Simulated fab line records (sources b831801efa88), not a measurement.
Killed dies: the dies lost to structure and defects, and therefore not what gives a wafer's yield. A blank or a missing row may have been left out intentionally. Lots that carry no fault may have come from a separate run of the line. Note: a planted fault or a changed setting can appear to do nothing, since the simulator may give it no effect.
The same fault as seen by 2 desks ; flow sky130 ; each desk has only its own numbers; what lay behind them comes last

DESK OF THE TOOL OWNER: pvd sputter-02
The tool's own readings at SKY_METAL4_SPUTTER_03 (material Ti, target thk 5 nm, time 3.3 s): means of the sampled wafers that have a number, for each lot that ran on this tool. If a lot's mean is further than 4 standard deviations from the usual mean, the lot is out of limits and carries the mark OUT (the distance appears in the brackets).
Columns: A = cathode dc power W at SKY_METAL4_SPUTTER_03, usual 3000.0 W; B = chamber pressure pa at SKY_METAL4_SPUTTER_03, usual 0.4000 Pa; C = throttle valve pct at SKY_METAL4_SPUTTER_03, usual 29.8 %
lot;first seen here;A;B;C
L719;day 40 09:18;3000.0;0.4002;30.4
L725;day 41 22:35;3000.1;0.4004;30.0
L730;day 43 15:28;2999.8;0.4007;29.3
L740;day 45 23:17;3000.0;0.3999;29.6
L741;day 46 00:48;3000.2;0.3997;29.7
This desk's finding: nothing out of limits on any of the 5 lots.

AT THE METROLOGY DESK
Lot by lot, what the gauges showed, no matter which tool ran the lot: averages of those sampled wafers that carry a number. If a lot's mean is further than 4 standard deviations from the usual mean, the lot is out of limits and carries the mark OUT (the distance appears in the brackets).
Columns: A = cd nm at SKY_VIA3_CD_MEAS_12, usual 199.9 nm
lot;first seen here;A
L719;day 40 05:23;201.2
L720;day 40 22:13;199.4
L721;day 41 01:30;199.5
L725;day 41 20:59;200.7
L724;day 41 23:03;199.7
L726;day 42 10:25;201.3
L727;day 42 15:26;199.6
L728;day 42 19:37;200.4
L729;day 43 07:40;203.8
L730;day 43 13:50;201.6
L736;day 45 03:53;198.4
L737;day 45 05:11;198.1
L739;day 45 17:09;199.9
L740;day 45 21:43;200.3
L741;day 45 23:10;201.9
This desk's finding: nothing out of limits on any of the 15 lots.

PUT TOGETHER
The desk of the tool owner found nothing out of limits.
Metrology desk: nothing out of limits seen.

WHAT THE SIMULATOR HAD INSERTED
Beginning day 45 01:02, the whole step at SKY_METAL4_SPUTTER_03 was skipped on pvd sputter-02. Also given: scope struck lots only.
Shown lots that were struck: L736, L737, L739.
